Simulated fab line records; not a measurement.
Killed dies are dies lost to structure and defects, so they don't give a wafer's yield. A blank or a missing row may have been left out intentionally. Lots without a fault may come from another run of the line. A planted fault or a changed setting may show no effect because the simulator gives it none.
Which tool was responsible? / flow gf180mcu / 18 wafers from 6 lots sampled at 3 of the route's 602 steps

== WHAT EACH GAUGE READ, for each wafer ==
GF_VT_IMPLANT_TW_MEAS_10.
lot=L408; measured=day 5 21:35; on=filmMetro-01; VT_IMPLANT_TW=560.8 565.5 565.2
lot=L411; measured=day 6 17:50; on=filmMetro-01; VT_IMPLANT_TW=564.1 563.9 561.8
lot=L413; measured=day 7 06:34; on=filmMetro-02; VT_IMPLANT_TW=564.6 567.1 565.3
lot=L415; measured=day 7 18:58; on=filmMetro-01; VT_IMPLANT_TW=564.3 564.4 562.9
lot=L418; measured=day 8 11:16; on=filmMetro-04; VT_IMPLANT_TW=571.5 571.3 568.2
lot=L424; measured=day 9 20:56; on=filmMetro-02; VT_IMPLANT_TW=934.9 935.2 937.6

== WHICH TOOL RAN EACH LOT (tool, then ch and the chambers of the sampled wafers, then the start) ==
lot=L408; GF_MVPSD_STRIP_10=plasmaAsher-02 ch 0,1, day 5 07:02; GF_VT_IMPLANT_IMPLANT_08=implanter-02 ch 0, day 5 21:21
lot=L411; GF_MVPSD_STRIP_10=plasmaAsher-02 ch 0,1, day 6 02:40; GF_VT_IMPLANT_IMPLANT_08=implanter-04 ch 0, day 6 17:36
lot=L413; GF_MVPSD_STRIP_10=plasmaAsher-01 ch 0,1, day 6 15:08; GF_VT_IMPLANT_IMPLANT_08=implanter-02 ch 0, day 7 06:19
lot=L415; GF_MVPSD_STRIP_10=plasmaAsher-02 ch 0,1, day 7 02:59; GF_VT_IMPLANT_IMPLANT_08=implanter-03 ch 0, day 7 18:43
lot=L418; GF_MVPSD_STRIP_10=plasmaAsher-04 ch 0,1, day 7 19:14; GF_VT_IMPLANT_IMPLANT_08=implanter-04 ch 0, day 8 11:01
lot=L424; GF_MVPSD_STRIP_10=plasmaAsher-02 ch 0,1, day 9 04:56; GF_VT_IMPLANT_IMPLANT_08=implanter-02 ch 0, day 9 20:42
- GF_MVPSD_STRIP_10: strips in O2/N2.
- GF_VT_IMPLANT_IMPLANT_08

== THE ANSWER, worked out from the rows above alone ==
Rule: the lots themselves supply what counts as usual. The widest of any qualifying gaps counts: lots, ordered by their means at a reading, are off when they make up no more than a third of the lots, leave a main group of 4 or more, and stand apart from it by 3 or more times the standard deviation of that group's means. A main group is skipped when, at the precision printed for the reading in the tables above, its means are all equal. Also off: a lot with no number at a reading for which 4 or more lots have one. Any other lot the step has rows for is counted as sound.
Off: L424, seen at GF_VT_IMPLANT_TW_MEAS_10 (VT_IMPLANT_TW). The main group: mean 565.4, standard deviation 2.6.
If a tool, at a process step before that reading, ran all the lots that are off and no sound lot after the first of them, it fits. Those tools and the gauges at GF_VT_IMPLANT_TW_MEAS_10 are tried in the same way. Can't be told from this: 3 tools fit, plasmaAsher-02 at GF_MVPSD_STRIP_10, implanter-02 at GF_VT_IMPLANT_IMPLANT_08, filmMetro-02 at GF_VT_IMPLANT_TW_MEAS_10.

== WHAT THE SIMULATOR HAD INSERTED ==
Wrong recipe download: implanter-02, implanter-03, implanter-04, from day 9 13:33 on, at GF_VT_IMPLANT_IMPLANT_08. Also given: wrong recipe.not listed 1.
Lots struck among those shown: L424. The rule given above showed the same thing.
